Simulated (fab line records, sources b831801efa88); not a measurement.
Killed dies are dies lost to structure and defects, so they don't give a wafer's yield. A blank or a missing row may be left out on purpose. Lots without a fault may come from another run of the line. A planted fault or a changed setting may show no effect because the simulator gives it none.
Which tool did it? | flow sky130 | 24 lots, 72 wafers sampled, at 6 steps of a route of 708

WHAT THE GAUGES READ, wafer by wafer
SKY_VIA1_RS_MEAS_22: measures by four-point-probe.
lot  | measured     | on            | VIA1_W_RS (ohm/sq)
L074 | day 33 12:01 | film_metro-04 | 0.434 0.425 0.427
L076 | day 34 12:14 | film_metro-04 | 0.423 0.431 0.424
L075 | day 34 18:41 | film_metro-04 | 0.427 0.422 0.429
L078 | day 35 00:28 | film_metro-03 | 0.415 0.421 0.419
L077 | day 35 05:32 | film_metro-02 | 0.420 0.423 0.424
L079 | day 35 15:36 | film_metro-04 | 0.439 0.438 0.435
L080 | day 35 17:14 | film_metro-04 | 0.424 0.426 0.427
L081 | day 35 22:12 | film_metro-04 | 0.423 0.420 0.419
L082 | day 36 06:50 | film_metro-02 | 0.426 0.428 0.429
L083 | day 36 12:10 | film_metro-02 | 0.418 0.422 0.423
L084 | day 37 07:28 | film_metro-02 | 0.429 0.420 0.427
L085 | day 37 08:13 | film_metro-03 | 0.425 0.425 0.425
L086 | day 37 08:26 | film_metro-02 | 0.426 0.420 0.425
L087 | day 37 14:14 | film_metro-02 | 0.430 0.426 0.425
L088 | day 38 00:41 | film_metro-03 | 0.424 0.422 0.424
L090 | day 39 06:35 | film_metro-02 | 0.425 0.429 0.427
L089 | day 39 07:32 | film_metro-03 | 0.426 0.427 0.425
L091 | day 39 14:17 | film_metro-03 | 0.427 0.427 0.423
L093 | day 39 21:07 | film_metro-03 | 0.423 0.424 0.428
L094 | day 39 21:47 | film_metro-04 | 0.415 0.423 0.416
L092 | day 39 22:56 | film_metro-04 | 0.419 0.420 0.423
L096 | day 40 10:41 | film_metro-02 | 0.415 0.422 0.417
L095 | day 40 12:28 | film_metro-03 | 0.425 0.428 0.430
L097 | day 41 01:04 | film_metro-02 | 0.415 0.418 0.422

SKY_CAP2M_OVL_MEAS_12.
lot  | measured     | on         | CAP2M_OVL (nm)
L074 | day 39 23:14 | overlay-02 | -0.1 -1.2 -2.1
L076 | day 41 00:29 | overlay-02 | 2.2 0.8 0.7
L075 | day 41 06:42 | overlay-01 | -1.8 -0.4 -0.7
L078 | day 41 13:32 | overlay-01 | -1.4 -1.4 -1.8
L077 | day 41 19:59 | overlay-02 | 1.9 2.0 1.1
L079 | day 42 09:59 | overlay-01 | -0.6 -1.3 -1.0
L080 | day 42 09:11 | overlay-01 | 2.3 0.5 0.8
L081 | day 42 11:53 | overlay-01 | -2.8 -1.3 -1.9
L082 | day 42 18:32 | overlay-01 | 0.2 0.7 -0.4
L083 | day 42 22:51 | overlay-01 | -0.5 -1.2 1.6
L084 | day 43 18:44 | overlay-02 | 0.5 -2.2 -1.0
L085 | day 43 19:58 | overlay-02 | 1.9 1.3 -0.2
L086 | day 43 20:20 | overlay-02 | -0.8 0.6 -0.1
L087 | day 43 21:32 | overlay-02 | -1.3 -1.9 -2.2
L088 | day 44 05:15 | overlay-01 | 2.9 2.9 2.0
L090 | day 45 07:29 | overlay-02 | -0.9 -0.8 0.2
L089 | day 45 10:56 | overlay-01 | -0.9 -0.9 -1.5
L091 | day 45 17:46 | overlay-02 | -2.4 -1.5 -2.1
L093 | day 45 22:38 | overlay-02 | -1.3 -1.8 -0.8
L094 | day 45 21:58 | overlay-01 | -0.8 -1.4 -0.7
L092 | day 45 23:26 | overlay-02 | -3.1 0.1 -0.8
L096 | day 46 09:53 | overlay-02 | 0.6 -0.9 0.3
L095 | day 46 10:14 | overlay-01 | -1.1 -1.6 -0.8
L097 | day 46 21:39 | overlay-02 | -0.5 1.2 -0.6

SKY_PASSIVATION_THK_MEAS_01.
lot  | measured     | on            | PASSIVATION_CVD_00_THK (nm)
L074 | day 43 02:14 | film_metro-02 | 87.6 89.3 91.5
L076 | day 44 03:08 | film_metro-02 | 90.7 90.0 91.7
L075 | day 44 09:07 | film_metro-04 | 90.0 89.9 90.9
L078 | day 44 15:01 | film_metro-02 | 89.0 90.7 89.9
L077 | day 44 21:47 | film_metro-02 | 88.6 89.1 90.5
L079 | day 45 09:41 | film_metro-02 | 87.7 88.1 88.2
L080 | day 45 09:08 | film_metro-04 | 89.1 89.7 87.6
L081 | day 45 10:53 | film_metro-04 | 90.2 91.0 90.8
L082 | day 45 17:17 | film_metro-02 | 89.2 88.6 90.6
L083 | day 45 21:30 | film_metro-03 | 89.6 89.5 89.3
L084 | day 46 14:56 | film_metro-04 | 89.9 90.4 91.1
L085 | day 46 16:01 | film_metro-02 | 90.8 90.4 92.5
L086 | day 46 18:03 | film_metro-02 | 89.4 88.9 92.5
L087 | day 46 18:50 | film_metro-02 | 89.9 89.2 89.8
L088 | day 47 00:00 | film_metro-04 | 89.6 90.8 91.2
L090 | day 47 23:19 | film_metro-02 | 88.7 89.8 91.7
L089 | day 48 01:10 | film_metro-02 | 90.2 89.8 91.8
L091 | day 48 09:54 | film_metro-02 | 89.3 92.1 89.5
L093 | day 48 14:34 | film_metro-02 | 88.3 88.6 90.3
L094 | day 48 15:14 | film_metro-03 | 89.4 90.7 89.9
L092 | day 48 15:45 | film_metro-04 | 90.7 90.7 90.9
L096 | day 48 21:28 | film_metro-02 | 89.1 90.6 91.4
L095 | day 48 21:34 | film_metro-03 | 89.9 89.7 90.3
L097 | day 49 10:28 | film_metro-04 | 90.6 90.5 90.7

WHICH TOOL RAN EACH LOT (tool, then ch and the chambers of the sampled wafers, then the start)
lot  | SKY_METAL2_SPUTTER_03        | SKY_METAL2_DESCUM_17              | SKY_VIA4_CMP_21
L074 | pvd_sputter-03, day 33 12:32 | rie_metal-03 ch 0,1, day 34 13:20 | cmp-01 ch 0,1,3, day 42 01:50
L076 | pvd_sputter-01, day 34 12:47 | rie_metal-04 ch 0,1, day 35 12:18 | cmp-01 ch 1,2, day 43 03:04
L075 | pvd_sputter-01, day 34 19:12 | rie_metal-02 ch 0,1, day 35 17:52 | cmp-01 ch 1,2, day 43 08:50
L078 | pvd_sputter-01, day 35 01:01 | rie_metal-03 ch 0,1, day 35 23:56 | cmp-02 ch 0,1, day 43 14:49
L077 | pvd_sputter-01, day 35 06:08 | rie_metal-04 ch 0,1, day 36 07:26 | cmp-02 ch 0,1,3, day 43 22:21
L079 | pvd_sputter-03, day 35 16:08 | rie_metal-04 ch 0,1, day 36 19:15 | cmp-02 ch 0,1,2, day 44 11:47
L080 | pvd_sputter-01, day 35 17:47 | rie_metal-03 ch 0,1, day 36 20:11 | cmp-01 ch 1,2,3, day 44 11:29
L081 | pvd_sputter-01, day 35 22:44 | rie_metal-02 ch 0,1, day 37 01:11 | cmp-02 ch 1,2,3, day 44 13:32
L082 | pvd_sputter-04, day 36 07:23 | rie_metal-03 ch 0,1, day 37 06:57 | cmp-02 ch 0,2,3, day 44 19:17
L083 | pvd_sputter-03, day 36 12:41 | rie_metal-03 ch 0,1, day 37 15:19 | cmp-02 ch 0,1,2, day 44 23:56
L084 | pvd_sputter-03, day 37 08:01 | rie_metal-02 ch 1, day 38 10:28   | cmp-02 ch 1,2,3, day 45 17:23
L085 | pvd_sputter-03, day 37 08:43 | rie_metal-04 ch 0,1, day 38 11:07 | cmp-02 ch 0,2,3, day 45 18:44
L086 | pvd_sputter-01, day 37 09:00 | rie_metal-02 ch 0,1, day 38 11:38 | cmp-02 ch 0,1,2, day 45 20:28
L087 | pvd_sputter-04, day 37 14:47 | rie_metal-03 ch 0,1, day 38 16:01 | cmp-02 ch 0,3, day 45 21:22
L088 | pvd_sputter-04, day 38 01:12 | rie_metal-02 ch 0,1, day 39 01:46 | cmp-01 ch 0,2,3, day 46 03:23
L090 | pvd_sputter-03, day 39 07:08 | rie_metal-03 ch 0,1, day 40 07:15 | cmp-02 ch 0,1,3, day 47 02:02
L089 | pvd_sputter-03, day 39 08:05 | rie_metal-03 ch 0,1, day 40 09:09 | cmp-01 ch 1,2,3, day 47 04:26
L091 | pvd_sputter-01, day 39 14:47 | rie_metal-02 ch 0,1, day 40 16:11 | cmp-01 ch 1,2, day 47 13:39
L093 | pvd_sputter-03, day 39 21:40 | rie_metal-03 ch 0,1, day 40 22:03 | cmp-02 ch 1,2,3, day 47 19:02
L094 | pvd_sputter-04, day 39 22:17 | rie_metal-02 ch 0,1, day 40 22:55 | cmp-01 ch 0,2, day 47 19:11
L092 | pvd_sputter-01, day 39 23:29 | rie_metal-03 ch 0,1, day 40 23:47 | cmp-01 ch 1,2,3, day 47 19:35
L096 | pvd_sputter-03, day 40 11:14 | rie_metal-02 ch 0,1, day 41 11:36 | cmp-02 ch 1,3, day 48 02:36
L095 | pvd_sputter-01, day 40 13:01 | rie_metal-04 ch 0,1, day 41 12:35 | cmp-01 ch 1,2,3, day 48 02:54
L097 | pvd_sputter-04, day 41 01:38 | rie_metal-04 ch 0,1, day 42 01:48 | cmp-01 ch 0,1, day 48 15:44
- SKY_METAL2_SPUTTER_03: material Ti, target thk 5 nm, time 3.3 s.
- SKY_METAL2_DESCUM_17: chemistry O2, time 8 s.
- SKY_VIA4_CMP_21: polishes, stops on SiO2, t overpolish 25 s, target thk 0 nm.

WHAT THE TOOLS THEMSELVES READ (means of the sampled wafers that have a number; where no wafer has one, the mark that the record gives instead)
SKY_METAL2_SPUTTER_03.
lot  | tool           | throttle_valve_pct (%)
L074 | pvd_sputter-03 | 31.7
L076 | pvd_sputter-01 | 31.3
L075 | pvd_sputter-01 | 31.4
L078 | pvd_sputter-01 | 30.3
L077 | pvd_sputter-01 | 31.3
L079 | pvd_sputter-03 | 30.9
L080 | pvd_sputter-01 | 31.1
L081 | pvd_sputter-01 | 30.6
L082 | pvd_sputter-04 | 29.8
L083 | pvd_sputter-03 | 31.8
L084 | pvd_sputter-03 | 30.9
L085 | pvd_sputter-03 | 30.9
L086 | pvd_sputter-01 | 31.3
L087 | pvd_sputter-04 | 29.6
L088 | pvd_sputter-04 | 29.3
L090 | pvd_sputter-03 | 32.1
L089 | pvd_sputter-03 | 31.6
L091 | pvd_sputter-01 | 31.2
L093 | pvd_sputter-03 | 31.3
L094 | pvd_sputter-04 | 30.2
L092 | pvd_sputter-01 | 30.5
L096 | pvd_sputter-03 | 31.8
L095 | pvd_sputter-01 | 30.3
L097 | pvd_sputter-04 | 30.1

SKY_METAL2_DESCUM_17.
lot  | tool         | drypump_motor_current_A (A) | oes_product_au (a.u.)
L074 | rie_metal-03 | 5.9                         | 0.994
L076 | rie_metal-04 | 5.5                         | 0.994
L075 | rie_metal-02 | 6.1                         | 0.990
L078 | rie_metal-03 | 5.9                         | 0.999
L077 | rie_metal-04 | 5.6                         | 0.993
L079 | rie_metal-04 | 6.0                         | 0.987
L080 | rie_metal-03 | 5.7                         | 0.989
L081 | rie_metal-02 | 6.1                         | 0.998
L082 | rie_metal-03 | 5.9                         | 1.001
L083 | rie_metal-03 | 5.9                         | 0.991
L084 | rie_metal-02 | 5.7                         | 0.987
L085 | rie_metal-04 | 6.0                         | 0.996
L086 | rie_metal-02 | 6.1                         | 0.992
L087 | rie_metal-03 | 5.9                         | 0.999
L088 | rie_metal-02 | 6.4                         | 0.988
L090 | rie_metal-03 | 5.9                         | 1.000
L089 | rie_metal-03 | 5.7                         | 0.991
L091 | rie_metal-02 | 6.1                         | 0.997
L093 | rie_metal-03 | 5.9                         | 0.995
L094 | rie_metal-02 | 6.1                         | 0.997
L092 | rie_metal-03 | 5.9                         | 0.994
L096 | rie_metal-02 | 6.1                         | 0.986
L095 | rie_metal-04 | 5.6                         | 0.994
L097 | rie_metal-04 | 6.0                         | 0.990

SKY_VIA4_CMP_21.
lot  | tool   | head_pressure_psi (psi) | motor_current_A (A) | overpolish_run_s (s) | retaining_ring_pressure_frac | time_to_endpoint_s (s)
L074 | cmp-01 | 3.500                   | 10.6                | 24.991               | 1.001                        | 125
L076 | cmp-01 | 3.500                   | 12.6                | 24.998               | 1.001                        | 119
L075 | cmp-01 | 3.503                   | 12.5                | 25.000               | 1.000                        | 125
L078 | cmp-02 | 3.500                   | 10.6                | 24.996               | 1.004                        | 124
L077 | cmp-02 | 3.505                   | 11.5                | 25.013               | 1.000                        | 124
L079 | cmp-02 | 3.504                   | 10.7                | 25.005               | 0.997                        | 118
L080 | cmp-01 | 3.499                   | 11.7                | 25.005               | 0.998                        | 127
L081 | cmp-02 | 3.508                   | 10.9                | 24.997               | 0.999                        | 126
L082 | cmp-02 | 3.504                   | 10.6                | 24.997               | 0.997                        | 122
L083 | cmp-02 | 3.505                   | 10.6                | 24.994               | 1.000                        | 118
L084 | cmp-02 | 3.504                   | 11.2                | 25.013               | 0.998                        | 118
L085 | cmp-02 | 3.499                   | 10.4                | 25.003               | 1.000                        | 117
L086 | cmp-02 | 3.496                   | 10.5                | 25.000               | 1.001                        | 121
L087 | cmp-02 | 3.498                   | 10.6                | 25.000               | 0.998                        | 118
L088 | cmp-01 | 3.493                   | 11.2                | 24.995               | 1.003                        | 123
L090 | cmp-02 | 3.505                   | 11.4                | 24.996               | 0.998                        | 121
L089 | cmp-01 | 3.498                   | 11.7                | 25.001               | 1.001                        | 121
L091 | cmp-01 | 3.491                   | 12.3                | 25.003               | 1.002                        | 125
L093 | cmp-02 | 3.492                   | 11.4                | 25.002               | 1.000                        | 122
L094 | cmp-01 | 3.505                   | 11.5                | 24.997               | 0.996                        | 123
L092 | cmp-01 | 3.501                   | 12.0                | 24.998               | 1.005                        | 117
L096 | cmp-02 | 3.499                   | 11.5                | 24.986               | 1.007                        | 119
L095 | cmp-01 | 3.504                   | 11.7                | 24.992               | 0.999                        | 119
L097 | cmp-01 | 3.503                   | 11.8                | 24.998               | 0.991                        | 124

THE ANSWER, worked out from the rows above alone
Rule: what is usual is taken from the lots themselves. Put in order of their means at a reading, lots are off if they are a third of the lots or fewer, leave a main group of 4 or more, and stand apart from it by a gap of 3 or more times the standard deviation of the main group's means; of several such gaps the widest counts. A main group whose means are all the same, to the digits that the tables above print for the reading, isn't used. A lot without any number at a reading at which 4 lots or more have one is off too. The other lots that the step has rows for count as sound. The gauges are gone through in route order, then the tools' own readings, and for those a lot's mean is taken as printed above. The first step at which some lot is off is used, and at that step the reading that is off furthest; a lot without a number counts as furthest.
No lot is off at any reading shown: from this, nothing can be told.

WHAT THE SIMULATOR HAD PUT IN
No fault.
